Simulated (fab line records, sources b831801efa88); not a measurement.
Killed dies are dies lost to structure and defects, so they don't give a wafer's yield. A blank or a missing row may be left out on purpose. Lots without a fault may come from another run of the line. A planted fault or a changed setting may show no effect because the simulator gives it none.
fab line records | flow sky130
record lots=13 wafers=39 last_day=50
route steps=708 shown CONTACT@420 METAL1@435 PAD_OPEN@708
lots that met no fault: from a run of the same line without faults
start_h: hours from the record's first day to the start of the lot's first wafer shown | wait_h: hours since the lot's step before | " the same as in the row above | L1.1+2: a row that stands for several wafers | - no value, or no start given | * or withheld: withheld | < > ~ a bound
route shown NAME@n: a module of which the file shows steps, and the number in the route of the first | usual: mean/standard deviation of fault-free wafers | same: alike in all rows | chamber/n: place in a boat | sites: the reading at each site | _std_site: their standard deviation | _edge_site: outer sites' mean less inner sites' | radius_mm: how far each site lies from the wafer's centre | mask NAME#n: copy n | behind: the tool/chamber that last shaped the wafer | hold: why the lot was held/for how many hours/how that ended | device: the transistor (n, p or np) that didn't switch | end of line: the same wafers' tests at the end of the route | a step without rows: its recipe alone | killed: dies lost to structure and defects at the first sort, not the wafer's yield | map: a wafer's dies, x killed, . not, _ none there
set.NAME: the setting as run; set.NAME@STEP: as run at that earlier step | model.NAME: the simulator's own value behind a step, which no gauge read
steps of the route over a sample of lots; a table a step, a row a wafer
services: from which hour (start_h, from the record's first day; less than 0 if before it) a tool's chamber was out of use, for how many hours, and why
## steps
# step SKY_CONTACT_CD_MEAS_14
# recipe target_cd_nm=170
# usual cd_nm=170.3/1.5
# columns lot.wafer tool chamber start_h wait_h cd_nm
L663.2 cd_sem-01 - 724.34 - 167.0
L663.4 " - " " 166.4
L663.5 " - " " 167.8
L664.2 cd_sem-01 - 740.62 - 170.6
L664.3 " - " " 169.8
L664.5 " - " " 172.1
L665.3 cd_sem-01 - 744.24 - 170.2
L665.4 " - " " 170.8
L665.6 " - " " 170.8
L667.1 cd_sem-02 - 758.50 - 170.9
L667.2 " - " " 168.9
L667.3 " - " " 171.9
L668.3 cd_sem-02 - 771.99 - 170.1
L668.4 " - " " 170.5
L668.5 " - " " 169.9
L669.2 cd_sem-02 - 783.51 - 171.7
L669.4 " - " " 171.2
L669.6 " - " " 170.4
L670.2 cd_sem-01 - 790.93 - 170.0
L670.3 " - " " 170.1
L670.4 " - " " 170.5
L679.1 cd_sem-02 - 855.30 - 172.6
L679.5 " - " " 173.0
L679.6 " - " " 171.5
L682.1 cd_sem-02 - 875.37 - 168.2
L682.2 " - " " 168.3
L682.3 " - " " 168.6
L683.1 cd_sem-01 - 882.91 - 172.2
L683.2 " - " " 172.0
L683.4 " - " " 171.1
L684.1 cd_sem-02 - 889.96 - 170.0
L684.2 " - " " 169.7
L684.6 " - " " 167.9
L685.1 cd_sem-02 - 893.87 - 169.0
L685.4 " - " " 168.4
L685.6 " - " " 169.2
L686.2 cd_sem-01 - 898.09 - 171.7
L686.5 " - " " 170.5
L686.6 " - " " 169.5
# step SKY_CONTACT_OVL_MEAS_15
# usual CONTACT_OVL=2/5.2
# columns lot.wafer tool chamber start_h wait_h CONTACT_OVL[nm]
L663.2 overlay-02 - 724.45 0.1 5
L663.4 " - " " 5
L663.5 " - " " 9
L664.2 overlay-01 - 740.73 0.1 -2
L664.3 " - " " -10
L664.5 " - " " -8
L665.3 overlay-01 - 744.33 0.1 3
L665.4 " - " " 5
L665.6 " - " " 7
L667.1 overlay-02 - 758.62 0.1 0
L667.2 " - " " 11
L667.3 " - " " -2
L668.3 overlay-01 - 772.08 0.1 -5
L668.4 " - " " -6
L668.5 " - " " 6
L669.2 overlay-01 - 783.62 0.1 2
L669.4 " - " " 1
L669.6 " - " " 6
L670.2 overlay-01 - 791.03 0.1 3
L670.3 " - " " 7
L670.4 " - " " 3
L679.1 overlay-02 - 855.42 0.1 4
L679.5 " - " " 3
L679.6 " - " " 5
L682.1 overlay-02 - 875.49 0.1 2
L682.2 " - " " 4
L682.3 " - " " -1
L683.1 overlay-01 - 883.03 0.1 -5
L683.2 " - " " 0
L683.4 " - " " -8
L684.1 overlay-01 - 890.08 0.1 -8
L684.2 " - " " -6
L684.6 " - " " -11
L685.1 overlay-02 - 893.99 0.1 4
L685.4 " - " " 8
L685.6 " - " " 8
L686.2 overlay-02 - 898.20 0.1 14
L686.5 " - " " 3
L686.6 " - " " 7
# step SKY_CONTACT_SPUTTER_23
# recipe material=TiN target_thk_nm=20 chamber_pressure_pa=5 power_w=4000 time_s=80
# usual cathode_dc_power_W=3999.9/0.69 chamber_pressure_pa=5.000/0.0098 throttle_valve_pct=30.2/0.93
# columns lot.wafer tool chamber start_h wait_h cathode_dc_power_W chamber_pressure_pa throttle_valve_pct
L663.2 pvd_sputter-03 - 725.22 0.0 4000.5 5.008 29.6
L663.4 " - " " 4000.4 5.009 29.6
L663.5 " - " " 4000.2 5.002 29.7
L664.2 pvd_sputter-02 - 741.49 0.0 3999.7 5.017 29.3
L664.3 " - " " 3998.7 5.007 28.0
L664.5 " - " " 3999.9 5.009 29.3
L665.3 pvd_sputter-03 - 745.08 0.0 4000.2 5.015 30.6
L665.4 " - " " 4000.2 4.990 29.5
L665.6 " - " " 4000.9 5.012 29.6
L667.1 pvd_sputter-03 - 759.39 0.0 4000.4 4.999 30.8
L667.2 " - " " 4000.2 5.000 29.5
L667.3 " - " " 4000.0 5.001 29.3
L668.3 pvd_sputter-03 - 772.84 0.0 - - -
L668.4 " - " " - - -
L668.5 " - " " - - -
L669.2 pvd_sputter-03 - 784.37 0.0 - - -
L669.4 " - " " - - -
L669.6 " - " " - - -
L670.2 pvd_sputter-03 - 791.79 0.0 3999.6 5.017 31.0
L670.3 " - " " 3999.9 5.000 29.3
L670.4 " - " " 4000.2 4.998 29.7
L679.1 pvd_sputter-04 - 856.21 0.0 3999.4 4.998 30.5
L679.5 " - " " 4001.0 5.009 30.9
L679.6 " - " " 3999.7 4.991 30.9
L682.1 pvd_sputter-04 - 876.30 0.0 4000.6 4.997 31.0
L682.2 " - " " 4000.9 4.999 30.3
L682.3 " - " " 3999.8 4.979 31.0
L683.1 pvd_sputter-03 - 883.87 0.0 4001.8 4.999 29.8
L683.2 " - " " 3998.1 4.997 31.1
L683.4 " - " " 3999.6 5.005 31.6
L684.1 pvd_sputter-04 - 890.88 0.0 4000.4 5.006 30.8
L684.2 " - " " 3998.9 4.993 30.2
L684.6 " - " " 4000.6 4.994 30.9
L685.1 pvd_sputter-02 - 894.76 0.0 4001.6 5.001 30.2
L685.4 " - " " 3999.6 4.990 29.3
L685.6 " - " " 4000.1 5.015 29.6
L686.2 pvd_sputter-03 - 899.07 0.0 4000.2 5.013 30.6
L686.5 " - " " 3999.7 4.987 30.6
L686.6 " - " " 4000.2 5.004 29.2
# step SKY_METAL1_SPUTTER_01
# recipe material=TiN target_thk_nm=20 power_w=6500 time_s=16.7 chamber_pressure_pa=0.4
# usual cathode_dc_power_W=6499.9/1.1 chamber_pressure_pa=0.3998/0.00075 throttle_valve_pct=30.5/0.77
# columns lot.wafer tool chamber start_h wait_h cathode_dc_power_W chamber_pressure_pa throttle_valve_pct
L663.2 pvd_sputter-01 - 726.00 0.0 6499.1 0.3987 31.8
L663.4 " - " " 6501.8 0.3996 29.1
L663.5 " - " " 6501.3 0.4000 30.4
L664.2 pvd_sputter-04 - 742.16 0.0 6502.7 0.3999 30.9
L664.3 " - " " 6500.2 0.3982 30.8
L664.5 " - " " 6499.2 0.4001 30.4
L665.3 pvd_sputter-01 - 745.75 0.0 6500.4 0.3983 29.1
L665.4 " - " " 6500.4 0.3989 30.1
L665.6 " - " " 6500.0 0.3995 30.3
L667.1 pvd_sputter-04 - 760.06 0.0 6501.7 0.3988 30.3
L667.2 " - " " 6499.9 0.4004 30.8
L667.3 " - " " 6498.0 0.3990 30.7
L670.2 pvd_sputter-03 - 792.46 0.0 6499.7 0.4006 31.7
L670.3 " - " " 6499.1 0.4001 29.4
L670.4 " - " " 6501.2 0.4004 30.9
L679.1 pvd_sputter-04 - 857.27 0.0 6499.4 0.3993 30.9
L679.5 " - " " 6499.0 0.3989 31.1
L679.6 " - " " 6501.5 0.4001 31.1
L682.1 pvd_sputter-01 - 876.98 0.0 6500.6 0.4003 30.2
L682.2 " - " " 6500.8 0.4003 28.9
L682.3 " - " " 6498.8 0.3997 30.6
L683.1 pvd_sputter-01 - 884.55 0.0 6500.4 0.3988 30.6
L683.2 " - " " 6500.5 0.3998 30.0
L683.4 " - " " 6498.9 0.4001 29.0
L684.1 pvd_sputter-01 - 891.55 0.0 6499.4 0.4003 31.7
L684.2 " - " " 6499.6 0.3994 29.0
L684.6 " - " " 6498.7 0.4006 29.2
L685.1 pvd_sputter-04 - 895.43 0.0 6498.0 0.3995 30.2
L685.4 " - " " 6498.4 0.3993 30.8
L685.6 " - " " 6500.3 0.3989 30.9
L686.2 pvd_sputter-04 - 899.74 0.0 6498.6 0.3993 30.5
L686.5 " - " " 6498.7 0.3997 30.4
L686.6 " - " " 6500.6 0.3992 30.9
# step SKY_PAD_OPEN_PROBE_99
# usual killed_at_M0_to_M3=43/6.5 killed_at_M4_up=3.2/1.8 killed_at_contacts=24/5 killed_at_front_end=15/4.1 killed_at_other=0.3/0.54 killed_dies=85/9.3 killed_on_rim=16/4.1 killed_open=47/7.2 killed_short=39/5.9
# same gross_dies=492 killed_at_back_side=0
# columns lot.wafer tool chamber start_h wait_h killed_at_M0_to_M3 killed_at_M4_up killed_at_contacts killed_at_front_end killed_at_other killed_dies killed_on_rim killed_open killed_short
L668.3 prober-01 - 1104.28 0.2 48 5 424 15 0 492 96 48 48
L668.4 prober-01 - 1104.33 0.2 45 3 418 24 2 492 96 47 49
L668.5 prober-01 - 1104.38 0.2 39 9 431 13 0 492 96 49 32
L669.2 prober-02 - 1114.49 0.1 46 3 433 10 0 492 96 40 44
L669.4 prober-02 - 1114.59 0.2 39 1 436 16 0 492 96 35 43
L669.6 prober-02 - 1114.69 0.2 45 3 426 18 0 492 96 63 40
# killed by level:class
L668.3 CONTACT:area_sputter=396 VIA1:geometric_particle:open=10 METAL1:geometric_particle:short=9 CONTACT:geometric_particle:open=8 LI_CONTACT:geometric_particle:open=8 VIA3:geometric_particle:short=6 CONTACT:geometric_particle:short=5 FIELD_ISO:geometric_particle:short=4
L668.4 CONTACT:area_sputter=394 VIA1:geometric_particle:open=10 CONTACT:geometric_particle:open=10 METAL2:geometric_particle:short=8 METAL1:geometric_particle:short=7 FIELD_ISO:geometric_particle:short=6 POLY_GATE:geometric_particle:short=5 LI_CONTACT:geometric_particle:open=5
L668.5 CONTACT:area_sputter=409 VIA1:geometric_particle:open=8 VIA2:geometric_particle:open=8 LI_CONTACT:geometric_particle:open=6 LOCAL_INTERCONNECT:geometric_particle:short=5 CONTACT:geometric_particle:open=5 METAL2:geometric_particle:short=5 VIA3:geometric_particle:open=5
L669.2 CONTACT:area_sputter=408 VIA1:geometric_particle:open=7 VIA2:geometric_particle:open=6 CONTACT:geometric_particle:open=6 VIA3:geometric_particle:open=6 VIA1:geometric_particle:short=6 VIA2:geometric_particle:short=6 LI_CONTACT:geometric_particle:open=5
L669.4 CONTACT:area_sputter=414 LI_CONTACT:geometric_particle:open=8 FIELD_ISO:geometric_particle:short=7 VIA3:geometric_particle:open=7 METAL2:geometric_particle:short=7 METAL1:geometric_particle:short=6 LI_CONTACT:geometric_particle:short=4 CONTACT:geometric_particle:short=4
L669.6 CONTACT:area_sputter=388 CONTACT:geometric_particle:open=13 VIA1:geometric_particle:open=10 CONTACT:geometric_particle:short=9 LI_CONTACT:geometric_particle:open=8 LOCAL_INTERCONNECT:geometric_particle:short=7 VIA3:geometric_particle:open=7 METAL2:geometric_particle:short=7
## services
# columns tool chamber start_h hours kind
pvd_sputter-02 - 741.70 4.7 repair
pvd_sputter-01 - 775.36 1.7 repair
pvd_sputter-02 - 789.61 2.8 repair
pvd_sputter-01 - 801.59 0.9 repair
pvd_sputter-04 - 808.97 1.4 repair
pvd_sputter-04 - 816.75 6.7 repair
pvd_sputter-01 1 820.58 - consumable_replace:kit
pvd_sputter-01 1 820.58 18.0 scheduled_down
pvd_sputter-01 1 820.58 18.0 vent_cycle
pvd_sputter-02 3 832.59 - consumable_replace:kit
pvd_sputter-02 3 832.59 18.0 scheduled_down
pvd_sputter-02 3 832.59 18.0 vent_cycle
pvd_sputter-04 3 839.86 - consumable_replace:kit
pvd_sputter-04 3 839.86 18.0 scheduled_down
pvd_sputter-04 3 839.86 18.0 vent_cycle
## key
first_sign step=SKY_CONTACT_SPUTTER_23 reading=tool_record direction=missing
effect step=SKY_PAD_OPEN_PROBE_99 reading=killed_at_contacts direction=up sigmas=82 usual=24 struck=428
more_kills_born_at SKY_CONTACT_SPUTTER_23@pvd_sputter-03=2407
met_at SKY_CONTACT_SPUTTER_23
struck_lots L668,L669
later_rows_left_out L668.3,L668.4,L668.5,L669.2,L669.4,L669.6
tester_left_out L668,L669
not_acting_at SKY_CONTACT_CD_MEAS_14,SKY_CONTACT_OVL_MEAS_15,SKY_METAL1_SPUTTER_01
onset_between 759.39 772.84
fault kind=skipped_step_whole tool=pvd_sputter-03 chamber=- onset_h=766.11 steps=SKY_CONTACT_SPUTTER_23 scope=struck_lots_only
# tester_left_out: of these lots the tester's yield and bins aren't shown, on N5 and GAA mostly nor the transistor test; their killed dies are dies lost to structure and defects alone, not to doping, threshold or leakage, so they don't give the yield
# later_rows_left_out: the simulator's readings of these wafers behind a module that went badly wrong aren't trusted and aren't shown, but for the sort
